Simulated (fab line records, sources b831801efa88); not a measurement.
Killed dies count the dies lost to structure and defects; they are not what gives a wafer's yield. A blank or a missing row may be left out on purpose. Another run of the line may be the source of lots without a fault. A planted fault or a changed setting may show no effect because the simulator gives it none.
Which tool was responsible? / flow sky130 / 6 lots with 18 wafers sampled at 3 steps, on a route of 708 steps

== WHAT THE GAUGES READ, wafer by wafer ==
SKY_LDD_LDN_TW_MEAS_13.
lot=L214; measured=day 23 10:11; on=film-metro-01; LDD_LDN_TW=1475 1467 1467
lot=L216; measured=day 24 05:48; on=film-metro-04; LDD_LDN_TW=1480 1484 1487
lot=L219; measured=day 25 07:41; on=film-metro-04; LDD_LDN_TW=1474 1478 1480
lot=L228; measured=day 28 18:40; on=film-metro-01; LDD_LDN_TW=1378 1366 1370
lot=L231; measured=day 29 11:22; on=film-metro-04; LDD_LDN_TW=1491 1485 1489
lot=L236; measured=day 30 20:19; on=film-metro-04; LDD_LDN_TW=1488 1477 1478

== EACH LOT AND THE TOOL THAT RAN IT (in order: tool; ch and the chambers of the sampled wafers; start) ==
lot=L214; SKY_POLY_GATE_ETCH_17=rie-si-01 ch 2,3, day 16 22:01; SKY_LDD_LDN_IMPLANT_10=implanter-03 ch 0, day 23 09:46
lot=L216; SKY_POLY_GATE_ETCH_17=rie-si-01 ch 0,3, day 17 16:28; SKY_LDD_LDN_IMPLANT_10=implanter-01 ch 0, day 24 05:24
lot=L219; SKY_POLY_GATE_ETCH_17=rie-si-01 ch 0,2,3, day 18 20:25; SKY_LDD_LDN_IMPLANT_10=implanter-02 ch 0, day 25 07:18
lot=L228; SKY_POLY_GATE_ETCH_17=rie-si-02 ch 1,3, day 22 12:49; SKY_LDD_LDN_IMPLANT_10=implanter-02 ch 0, day 28 18:17
lot=L231; SKY_POLY_GATE_ETCH_17=rie-si-02 ch 1,2,3, day 23 06:49; SKY_LDD_LDN_IMPLANT_10=implanter-03 ch 0, day 29 10:58
lot=L236; SKY_POLY_GATE_ETCH_17=rie-si-02 ch 0,2, day 24 15:40; SKY_LDD_LDN_IMPLANT_10=implanter-03 ch 0, day 30 19:55
- SKY_POLY_GATE_ETCH_17: etches poly-Si in HBr/Cl2, stops on SiO2, target depth 180 nm, time 70.5 s.
- SKY_LDD_LDN_IMPLANT_10

== THE ANSWER, worked out from the rows above alone ==
Rule: the usual values come from the lots themselves. Put in order of their means at a reading, lots are off if they are a third of the lots or fewer, leave a main group of 4 or more, and stand apart from it by a gap of 3 or more times the standard deviation of the main group's means; of several such gaps the widest counts. If all means in a main group match to the digits the tables above print for the reading, that group is not used. Also off: a lot with no number at a reading for which 4 or more lots have one. All remaining lots with rows at the step are treated as sound.
Off: at SKY_LDD_LDN_TW_MEAS_13 (LDD_LDN_TW), L228. The main group has a mean of 1480 with a standard deviation of 6.3.
If a tool, at a process step before that reading, ran all the lots that are off and no sound lot after the first of them, it fits. Gauges at SKY_LDD_LDN_TW_MEAS_13: tried the same way as those tools. Undecided on this evidence; 2 tools fit (implanter-02 at SKY_LDD_LDN_IMPLANT_10, film-metro-01 at SKY_LDD_LDN_TW_MEAS_13).

== WHAT HAD BEEN PUT IN BY THE SIMULATOR ==
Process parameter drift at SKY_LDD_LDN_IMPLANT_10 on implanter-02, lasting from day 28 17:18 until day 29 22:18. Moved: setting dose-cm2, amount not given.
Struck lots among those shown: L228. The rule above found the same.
